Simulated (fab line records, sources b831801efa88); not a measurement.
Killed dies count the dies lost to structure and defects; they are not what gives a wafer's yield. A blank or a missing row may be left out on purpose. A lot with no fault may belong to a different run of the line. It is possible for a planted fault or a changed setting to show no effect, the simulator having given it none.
fab line records | flow sky130
record lots=5 | wafers=15 | lastDay=49
route steps=708 shown POLY_CUT@317 SD_P@320 RES_XHIGH@332 SD_N@342 PAD_OPEN@708
lots with no fault: from the same line, run without faults
startH: the number of hours between the record's first day and the start of the first shown wafer of the lot | waitH: hours from the lot's prior step to this one | " same as the row above | L1.1+2: a row that stands for several wafers | - no value present, or no start provided | * or withheld: withheld | < > ~ a bound
route shown NAME@n: names a module that has steps shown in the file, with the first one's number in the route | usual: average and standard deviation across the fault-free wafers | same: alike in all rows | chamber/n: place in a boat | sites: the reading at each site | _std_site: the values' standard deviation | _edge_site: the outer-site mean with the inner-site mean subtracted | radiusMm: how far each site lies from the wafer's centre | mask NAME#n: copy n | behind: the last tool/chamber to shape the wafer | hold: reason for holding the lot/hours on hold/outcome of the hold | device: which transistor (n, p or np) failed to switch | end of line: the tests these same wafers got at the end of their route | a step given without rows: its recipe and nothing more | killed: dies that structure and defects cost at the first sort, which is not the same as the wafer's yield | map: the dies of a wafer, with x for killed, . for not killed, _ for no die there
set.NAME: the setting that was run; set.NAME@STEP: the one run at that earlier step | model.NAME: the simulator's own value behind a step, which no gauge read
a table for each step, a row for each wafer; lots at some steps of the route
services: when a tool's chamber went out of use (startH, in hours from the record's first day, below 0 if earlier), for how many hours, and the reason
## steps
# step SKY_POLY_CUT_ETCH_10
# recipe chemistry=N2/H2 | target=BARC | ionEnergyEv=200 | sourceW=500 | biasW=100 | pressureMtorr=30 | n2FlowSccm=100 | h2FlowSccm=200 | stopOn=SiO2 | timeS=45.9 | targetDepthA=600
# step SKY_POLY_CUT_ETCH_11
# recipe target=Si3N4 | chemistry=CF4/CH2F2/Ar | stopOn=poly-Si | sourceW=600 | biasW=150 | pressureMtorr=40 | cf4FlowSccm=40 | ch2f2FlowSccm=20 | Ar_flow_sccm=150 | timeS=42.5 | targetDepthA=600
# step SKY_POLY_CUT_STRIP_12
# recipe chemistry=O2/N2 | powerW=1400 | pressureMtorr=1500 | platenTempC=withheld | o2FlowSccm=3000 | n2FlowSccm=300 | overashFraction=0.5
# step SKY_SD_P_DEHYDRATE_00
# recipe tempC=200 | timeS=60
# step SKY_SD_P_HMDS_01
# recipe primeTimeS=60 | primeTempC=120
# step SKY_SD_P_COAT_02
# recipe resist=NOVOLAK | spinRpm=3000 | resistThkNm=1140
# step SKY_SD_P_SOFTBAKE_03
# recipe tempC=90 | timeS=60 | resist=NOVOLAK
# step SKY_SD_P_EXPOSE_04
# recipe maskId=PSDM | na=0.6 | sourceShape=conventional | sigmaOuter=0.6 | polarization=unpolarized | targetCdNm=380 | doseMj=138
# step SKY_SD_P_PEB_05
# recipe tempC=withheld | timeS=* | resist=NOVOLAK
# step SKY_SD_P_DEVELOP_06
# recipe resist=NOVOLAK | developer=TMAH | developTimeS=60 | devTempC=23
# step SKY_SD_P_IMPLANT_09
# recipe species=BF2 | energyKev=20 | doseCm2=3e+15 | tiltDeg=0
# usual beamEnergyKeV=19.999/0.0058
lot.wafer | tool         | chamber | startH | waitH | beamEnergyKeV | model.implant.rpNm | model.implant.drpNm
L639.2    | implanter-02 | 0       | 619.26 | 0.0   | 20.001        | 17.48              | 9.746
L639.3    | "            | 0       | "      | "     | 20.002        | 17.48              | 9.746
L639.4    | "            | 0       | "      | "     | 19.991        | 17.48              | 9.746
L648.1    | implanter-02 | 0       | 705.48 | 0.0   | 14.599        | 13.44              | 7.808
L648.4    | "            | 0       | "      | "     | 14.602        | 13.44              | 7.808
L648.6    | "            | 0       | "      | "     | 14.607        | 13.44              | 7.808
L649.2    | implanter-02 | 0       | 714.05 | 0.0   | 14.592        | 13.52              | 7.808
L649.3    | "            | 0       | "      | "     | 14.583        | 13.52              | 7.808
L649.4    | "            | 0       | "      | "     | 14.586        | 13.52              | 7.808
L651.2    | implanter-02 | 0       | 730.84 | 0.0   | 14.591        | 12.61              | 7.808
L651.3    | "            | 0       | "      | "     | 14.595        | 12.61              | 7.808
L651.5    | "            | 0       | "      | "     | 14.597        | 12.61              | 7.808
L656.1    | implanter-03 | 0       | 764.34 | 0.0   | 19.996        | 17.34              | 9.746
L656.3    | "            | 0       | "      | "     | 19.994        | 17.34              | 9.746
L656.5    | "            | 0       | "      | "     | 20.005        | 17.34              | 9.746
# step SKY_SD_P_STRIP_10
# recipe chemistry=O2/N2 | powerW=1400 | pressureMtorr=1500 | platenTempC=withheld | o2FlowSccm=3000 | n2FlowSccm=300 | overashFraction=0.5
# usual drypumpMotorCurrentA=6.1/0.61 | o2FlowSccm=3001/9.1 | oesProductAu=0.618/0.0042 | stripTimeToEndpointS=17.48/0.038
lot.wafer | tool           | chamber | startH | waitH | drypumpMotorCurrentA | o2FlowSccm | oesProductAu | rfHoursCounterH | stripTimeToEndpointS
L639.2    | plasmaAsher-03 | 0       | 619.39 | 0.1   | 6.7                  | 3003       | 0.614        | 49              | 17.50
L639.3    | "              | 0       | "      | "     | 6.7                  | 2999       | 0.623        | -               | 17.50
L639.4    | "              | 1       | "      | "     | 6.7                  | 3011       | 0.619        | -               | 17.51
L648.1    | plasmaAsher-03 | 0       | 705.63 | 0.1   | 6.8                  | 2994       | 0.649        | 55              | 16.60
L648.4    | "              | 0       | "      | "     | 6.8                  | 3007       | 0.642        | -               | 16.60
L648.6    | "              | 0       | "      | "     | 6.8                  | 2992       | 0.645        | -               | 16.63
L649.2    | plasmaAsher-04 | 0       | 714.18 | 0.1   | 6.2                  | 3006       | 0.637        | 102             | 16.58
L649.3    | "              | 0       | "      | "     | 6.1                  | 3015       | 0.637        | -               | 16.63
L649.4    | "              | 1       | "      | "     | 5.4                  | 2990       | 0.639        | -               | 16.71
L651.2    | plasmaAsher-02 | 1       | 730.96 | 0.1   | 6.0                  | 3012       | 0.628        | 29              | 16.69
L651.3    | "              | 1       | "      | "     | 6.0                  | 3005       | 0.638        | -               | 16.69
L651.5    | "              | 1       | "      | "     | 6.0                  | 3009       | 0.639        | -               | 16.71
L656.1    | plasmaAsher-03 | 1       | 764.49 | 0.1   | 6.7                  | 2995       | 0.624        | 62              | 17.49
L656.3    | "              | 0       | "      | "     | 6.7                  | 3029       | 0.621        | -               | 17.48
L656.5    | "              | 0       | "      | "     | 6.7                  | 3002       | 0.613        | -               | 17.48
# step SKY_SD_P_TW_MEAS_11
# usual SD_P_TW=2799/19
lot.wafer | tool         | chamber | startH | waitH | SD_P_TW
L639.2    | filmMetro-02 | -       | 619.50 | 0.1   | 2781
L639.3    | "            | -       | "      | "     | 2768
L639.4    | "            | -       | "      | "     | 2762
L648.1    | filmMetro-02 | -       | 705.73 | 0.1   | 2544
L648.4    | "            | -       | "      | "     | 2538
L648.6    | "            | -       | "      | "     | 2543
L649.2    | filmMetro-02 | -       | 714.29 | 0.1   | 2550
L649.3    | "            | -       | "      | "     | 2552
L649.4    | "            | -       | "      | "     | 2557
L651.2    | filmMetro-01 | -       | 731.07 | 0.1   | 2550
L651.3    | "            | -       | "      | "     | 2561
L651.5    | "            | -       | "      | "     | 2556
L656.1    | filmMetro-03 | -       | 764.59 | 0.1   | 2816
L656.3    | "            | -       | "      | "     | 2797
L656.5    | "            | -       | "      | "     | 2801
# step SKY_RES_XHIGH_DEHYDRATE_00
# recipe tempC=200 | timeS=60
# step SKY_RES_XHIGH_HMDS_01
# recipe primeTimeS=60 | primeTempC=120
# step SKY_RES_XHIGH_COAT_02
# recipe resist=NOVOLAK | spinRpm=3000 | resistThkNm=1140
# step SKY_RES_XHIGH_SOFTBAKE_03
# recipe tempC=90 | timeS=60 | resist=NOVOLAK
# step SKY_RES_XHIGH_EXPOSE_04
# recipe maskId=URPM | na=0.6 | sourceShape=conventional | sigmaOuter=0.6 | polarization=unpolarized | targetCdNm=1270 | doseMj=140
# step SKY_RES_XHIGH_PEB_05
# recipe tempC=withheld | timeS=* | resist=NOVOLAK
# step SKY_RES_XHIGH_DEVELOP_06
# recipe resist=NOVOLAK | developer=TMAH | developTimeS=60 | devTempC=23
# step SKY_RES_XHIGH_IMPLANT_07
# recipe species=BF2 | energyKev=20 | doseCm2=3.6e+14 | tiltDeg=0
# step SKY_RES_XHIGH_STRIP_08
# recipe chemistry=O2/N2 | powerW=1400 | pressureMtorr=1500 | platenTempC=withheld | o2FlowSccm=3000 | n2FlowSccm=300 | overashFraction=0.5
# step SKY_SD_N_DEHYDRATE_00
# recipe tempC=200 | timeS=60
# step SKY_SD_N_HMDS_01
# recipe primeTimeS=60 | primeTempC=120
# step SKY_SD_N_COAT_02
# recipe resist=NOVOLAK | spinRpm=3000 | resistThkNm=1140
# step SKY_SD_N_SOFTBAKE_03
# recipe tempC=90 | timeS=60 | resist=NOVOLAK
# step SKY_SD_N_EXPOSE_04
# recipe maskId=NSDM | na=0.6 | sourceShape=conventional | sigmaOuter=0.6 | polarization=unpolarized | targetCdNm=380 | doseMj=141
# step SKY_SD_N_PEB_05
# recipe tempC=withheld | timeS=* | resist=NOVOLAK
# step SKY_SD_N_DEVELOP_06
# recipe resist=NOVOLAK | developer=TMAH | developTimeS=60 | devTempC=23
# step SKY_SD_N_IMPLANT_09
# recipe species=As | energyKev=50 | doseCm2=4e+15 | tiltDeg=0
# step SKY_SD_N_IMPLANT_10
# recipe species=P | energyKev=20 | doseCm2=1e+14 | tiltDeg=0
# step SKY_SD_N_STRIP_11
# recipe chemistry=O2/N2 | powerW=1400 | pressureMtorr=1500 | platenTempC=withheld | o2FlowSccm=3000 | n2FlowSccm=300 | overashFraction=0.5
# step SKY_SD_N_CLEAN_13
# recipe chemistry=SC1/SC2 | mix=1:4:20 | tempC=70 | timeS=150 | dry=n2Spin
# step SKY_SD_N_RTA_14
# recipe tempC=1075 | timeS=2 | idleTempC=650 | rampUpCPerS=150 | rampDownCPerS=90 | ambient=N2
# step SKY_SD_N_RS_MEAS_17
# recipe thkMeasGauge=four-point-probe
# usual SD_P_RS=147.1/0.4
lot.wafer | tool         | chamber | startH | waitH | SD_P_RS[ohm/sq]
L639.2    | filmMetro-02 | -       | 677.48 | 0.1   | 146.8
L639.3    | "            | -       | "      | "     | 147.2
L639.4    | "            | -       | "      | "     | 147.8
L648.1    | filmMetro-01 | -       | 760.86 | 0.1   | 168.5
L648.4    | "            | -       | "      | "     | 168.3
L648.6    | "            | -       | "      | "     | 168.0
L649.2    | filmMetro-02 | -       | 769.64 | 0.1   | 168.9
L649.3    | "            | -       | "      | "     | 168.6
L649.4    | "            | -       | "      | "     | 168.2
L651.2    | filmMetro-02 | -       | 787.18 | 0.1   | 169.2
L651.3    | "            | -       | "      | "     | 168.6
L651.5    | "            | -       | "      | "     | 168.7
L656.1    | filmMetro-02 | -       | 818.43 | 0.1   | 146.9
L656.3    | "            | -       | "      | "     | 147.2
L656.5    | "            | -       | "      | "     | 146.9
# step SKY_PAD_OPEN_PROBE_99
# usual killed_at_M0_to_M3=44/7.2 | killed_at_M4_up=3.1/1.8 | killedAtContacts=24/4.5 | killedAtFrontEnd=16/4.4 | killedAtOther=0.2/0.42 | killedDies=87/8.9 | killedOpen=48/6.4 | killedShort=39/6.2
# same grossDies=492 | killedAtBackSide=0
lot.wafer | tool      | chamber | startH  | waitH | killed_at_M0_to_M3 | killed_at_M4_up | killedAtContacts | killedAtFrontEnd | killedAtOther | killedDies | killedOpen | killedShort | model.etest.resPdiff.lineOhmUm | model.etest.pfet_01v8.rOnOhmUm | model.etest.pfetG5v0d10v5.rOnOhmUm | model.etest.resPdiffHv.rsOhmSq | model.etest.resPdiff.rsOhmSq | model.etest.pfet_01v8.driveUaUm | model.etest.pfet_01v8_hvt.driveUaUm | model.etest.sramPfetLatch.driveUaUm
L639.2    | prober-02 | -       | 1088.36 | 0.1   | 56                 | 4               | 27               | 16               | 0             | 103        | 55         | 48          | 1372                           | 2837                           | 4852                               | 191.4                          | 193.9                        | 198.6                           | 148.5                               | 146.8
L639.3    | prober-02 | -       | 1088.41 | 0.2   | 43                 | 3               | 22               | 14               | 0             | 82         | 49         | 33          | 1393                           | 2865                           | 4907                               | 192.8                          | 195.5                        | 195.3                           | 146.8                               | 142.7
L639.4    | prober-02 | -       | 1088.46 | 0.2   | 51                 | 0               | 24               | 18               | 1             | 94         | 61         | 33          | 1359                           | 2875                           | 4883                               | 191.2                          | 196                          | 195.8                           | 146.2                               | 144.9
L648.1    | prober-01 | -       | 1149.58 | 0.1   | 41                 | 3               | 27               | 20               | 0             | 91         | 55         | 36          | 1563                           | 3009                           | 4824                               | 224.4                          | 222.9                        | 183.5                           | 138                                 | 132.8
L648.4    | prober-01 | -       | 1149.73 | 0.2   | 51                 | 3               | 28               | 19               | 0             | 101        | 57         | 44          | 1556                           | 3014                           | 4863                               | 221.5                          | 220.6                        | 185                             | 137.7                               | 133.6
L648.6    | prober-01 | -       | 1149.83 | 0.2   | 45                 | 2               | 30               | 22               | 0             | 99         | 58         | 41          | 1530                           | 2983                           | 4797                               | 223.5                          | 221                          | 189.8                           | 140.2                               | 138.5
L649.2    | prober-02 | -       | 1156.62 | 0.1   | 43                 | 0               | 21               | 17               | 0             | 81         | 40         | 41          | 1550                           | 3106                           | 4978                               | 229.2                          | 222.7                        | 177.5                           | 132.5                               | 131.8
L649.3    | prober-02 | -       | 1156.67 | 0.2   | 42                 | 1               | 20               | 13               | 1             | 77         | 41         | 36          | 1556                           | 3165                           | 5041                               | 227.7                          | 223.2                        | 172.5                           | 128.7                               | 127.2
L649.4    | prober-02 | -       | 1156.72 | 0.2   | 54                 | 3               | 33               | 14               | 0             | 104        | 54         | 50          | 1528                           | 3094                           | 4966                               | 224.9                          | 222.1                        | 176.8                           | 130.8                               | 132.8
L651.2    | prober-02 | -       | 1163.58 | 0.1   | 47                 | 3               | 24               | 20               | 0             | 94         | 54         | 40          | 1612                           | 3137                           | 4926                               | 236.1                          | 231.7                        | 174.6                           | 131.2                               | 130.7
L651.3    | prober-02 | -       | 1163.63 | 0.2   | 53                 | 4               | 29               | 12               | 0             | 98         | 46         | 52          | 1614                           | 3186                           | 5045                               | 237.3                          | 230.6                        | 174.6                           | 130.2                               | 126.4
L651.5    | prober-02 | -       | 1163.73 | 0.2   | 44                 | 2               | 17               | 17               | 0             | 80         | 47         | 33          | 1647                           | 3234                           | 5001                               | 235.6                          | 229.5                        | 169.8                           | 126.6                               | 122.2
L656.1    | prober-01 | -       | 1187.67 | 0.1   | 40                 | 1               | 16               | 19               | 1             | 77         | 40         | 37          | 1439                           | 2785                           | 4805                               | 190.8                          | 195.8                        | 198.8                           | 150.8                               | 140.3
L656.3    | prober-01 | -       | 1187.77 | 0.2   | 43                 | 4               | 22               | 16               | 0             | 85         | 44         | 41          | 1406                           | 2838                           | 4816                               | 192.5                          | 196.6                        | 196.2                           | 146.6                               | 140
L656.5    | prober-01 | -       | 1187.87 | 0.2   | 37                 | 0               | 29               | 21               | 1             | 88         | 49         | 39          | 1416                           | 2881                           | 4825                               | 190                            | 196                          | 193.9                           | 145.1                               | 140.3
# killed by level:class
L639.2 VIA1:geometricParticle:open=12 CONTACT:geometricParticle:open=9 VIA2:geometricParticle:open=8 METAL1:geometricParticle:short=7 VIA1:geometricParticle:short=7 VIA3:geometricParticle:open=7 LI_CONTACT:geometricParticle:open=6 LOCAL_INTERCONNECT:geometricParticle:short=5
L639.3 VIA1:geometricParticle:open=9 VIA1:geometricParticle:short=7 CONTACT:geometricParticle:short=7 CONTACT:geometricParticle:open=7 VIA3:geometricParticle:open=7 FIELD_ISO:geometricParticle:open=5 LI_CONTACT:geometricParticle:open=4 LOCAL_INTERCONNECT:geometricParticle:short=4
L639.4 CONTACT:geometricParticle:open=15 VIA1:geometricParticle:open=15 VIA3:geometricParticle:open=8 FIELD_ISO:geometricParticle:open=7 FIELD_ISO:geometricParticle:short=5 METAL1:geometricParticle:short=5 LI_CONTACT:geometricParticle:open=4 VIA2:geometricParticle:short=4
L648.1 VIA1:geometricParticle:open=14 FIELD_ISO:geometricParticle:open=9 LI_CONTACT:geometricParticle:open=9 FIELD_ISO:geometricParticle:short=8 CONTACT:geometricParticle:short=8 VIA2:geometricParticle:open=7 METAL2:geometricParticle:short=6 CONTACT:geometricParticle:open=5
L648.4 VIA1:geometricParticle:open=12 LI_CONTACT:geometricParticle:open=10 VIA3:geometricParticle:open=9 METAL2:geometricParticle:short=9 VIA2:geometricParticle:open=8 FIELD_ISO:geometricParticle:short=7 CONTACT:geometricParticle:open=7 LI_CONTACT:geometricParticle:short=6
L648.6 VIA3:geometricParticle:open=11 VIA1:geometricParticle:open=10 LI_CONTACT:geometricParticle:open=8 CONTACT:geometricParticle:open=8 POLY_GATE:geometricParticle:short=7 POLY_GATE:geometricParticle:open=7 LI_CONTACT:geometricParticle:short=5 LOCAL_INTERCONNECT:geometricParticle:short=5
L649.2 VIA1:geometricParticle:open=11 METAL2:geometricParticle:short=8 CONTACT:geometricParticle:open=7 CONTACT:geometricParticle:short=6 METAL1:geometricParticle:short=6 FIELD_ISO:geometricParticle:short=5 VIA3:geometricParticle:open=5 POLY_GATE:geometricParticle:short=4
L649.3 VIA1:geometricParticle:open=11 FIELD_ISO:geometricParticle:open=6 LI_CONTACT:geometricParticle:open=6 VIA2:geometricParticle:open=6 VIA1:geometricParticle:short=5 CONTACT:geometricParticle:short=4 METAL2:geometricParticle:short=4 CONTACT:geometricParticle:open=4
L649.4 CONTACT:geometricParticle:open=11 VIA1:geometricParticle:open=10 VIA3:geometricParticle:open=10 VIA1:geometricParticle:short=9 LI_CONTACT:geometricParticle:short=8 METAL2:geometricParticle:short=8 POLY_GATE:geometricParticle:open=5 LI_CONTACT:geometricParticle:open=5
L651.2 VIA1:geometricParticle:open=18 FIELD_ISO:geometricParticle:short=7 FIELD_ISO:geometricParticle:open=7 VIA1:geometricParticle:short=7 LI_CONTACT:geometricParticle:open=7 CONTACT:geometricParticle:open=7 VIA3:geometricParticle:open=6 CONTACT:geometricParticle:short=5
L651.3 VIA1:geometricParticle:open=14 CONTACT:geometricParticle:open=12 VIA1:geometricParticle:short=9 LI_CONTACT:geometricParticle:open=7 METAL1:geometricParticle:short=7 POLY_GATE:geometricParticle:short=5 METAL2:geometricParticle:short=5 LI_CONTACT:geometricParticle:short=4
L651.5 VIA1:geometricParticle:open=11 VIA1:geometricParticle:short=10 FIELD_ISO:geometricParticle:open=7 CONTACT:geometricParticle:open=6 VIA3:geometricParticle:open=6 LI_CONTACT:geometricParticle:open=4 METAL1:geometricParticle:short=4 METAL2:geometricParticle:short=4
L656.1 VIA1:geometricParticle:open=9 LI_CONTACT:geometricParticle:open=8 METAL1:geometricParticle:short=7 METAL2:geometricParticle:short=5 VIA1:geometricParticle:short=5 POLY_GATE:geometricParticle:open=4 POLY_GATE:geometricParticle:short=4 CONTACT:geometricParticle:open=4
L656.3 VIA1:geometricParticle:open=10 CONTACT:geometricParticle:open=8 VIA1:geometricParticle:short=8 LI_CONTACT:geometricParticle:open=5 FIELD_ISO:geometricParticle:open=4 SPACER:geometricParticle:short=4 CONTACT:geometricParticle:short=4 METAL1:geometricParticle:short=4
L656.5 CONTACT:geometricParticle:open=9 VIA1:geometricParticle:open=9 LI_CONTACT:geometricParticle:open=7 VIA2:geometricParticle:open=7 CONTACT:geometricParticle:short=7 FIELD_ISO:geometricParticle:short=6 METAL2:geometricParticle:short=5 FIELD_ISO:geometricParticle:open=4
## services
tool           | chamber | startH | hours | kind
plasmaAsher-04 | -       | 601.69 | 2.1   | repair
implanter-03   | -       | 620.41 | 1.8   | repair
plasmaAsher-04 | -       | 637.37 | 14.6  | pm
plasmaAsher-03 | -       | 649.19 | 14.6  | pm
implanter-02   | -       | 658.16 | 3.7   | repair
plasmaAsher-02 | -       | 665.06 | 1.4   | repair
implanter-02   | -       | 672.90 | 5.0   | repair
plasmaAsher-03 | -       | 673.57 | 10.2  | repair
plasmaAsher-02 | -       | 678.59 | 1.4   | repair
implanter-03   | -       | 684.09 | 5.5   | repair
plasmaAsher-03 | -       | 700.09 | 2.9   | repair
implanter-02   | -       | 700.74 | 3.8   | repair
plasmaAsher-02 | -       | 702.46 | 14.3  | repair
plasmaAsher-02 | -       | 707.62 | 1.4   | repair
plasmaAsher-04 | -       | 733.75 | 9.0   | pm
plasmaAsher-04 | 0       | 733.75 | 9.0   | ventCycle
plasmaAsher-04 | 1       | 733.75 | 9.0   | ventCycle
plasmaAsher-04 | 0       | 742.75 | -     | clean
plasmaAsher-04 | 1       | 742.75 | -     | clean
## key
firstSign step=SKY_SD_P_IMPLANT_09 | reading=beamEnergyKeV | direction=down | sigmas=99+ | usual=* | struck=*
effect step=SKY_SD_P_STRIP_10 | reading=stripTimeToEndpointS | direction=down | sigmas=22 | usual=* | struck=*
effect step=SKY_SD_P_TW_MEAS_11 | reading=SD_P_TW | direction=down | sigmas=13 | usual=2799 | struck=2550
effect step=SKY_SD_N_RS_MEAS_17 | reading=SD_P_RS | direction=up | sigmas=53 | usual=147.1 | struck=168.6
modelEffect step=SKY_SD_P_IMPLANT_09 | value=implant.rpNm | without=16.88 | struck=13.19
modelEffect step=SKY_PAD_OPEN_PROBE_99 | value=etest.resPdiff.lineOhmUm | without=1404 | struck=1573
metAt SKY_SD_P_IMPLANT_09
struckWafers L648.1,L648.4,L648.6,L649.2,L649.3,L649.4,L651.2,L651.3,L651.5
testerLeftOut L648,L649,L651
onsetBetween 619.26 705.48
fault kind=processParameterDrift | tool=implanter-02 | chamber=- | onsetH=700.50 | steps=SKY_SD_P_IMPLANT_09 | channel=energyKev | offset=* | shape=step | endH=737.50 | actsIn=* | stated=*
# testerLeftOut: of these lots the tester's yield and bins aren't shown, on N5 and GAA mostly nor the transistor test; their killed dies are dies lost to structure and defects alone, not to doping, threshold or leakage, so they don't give the yield
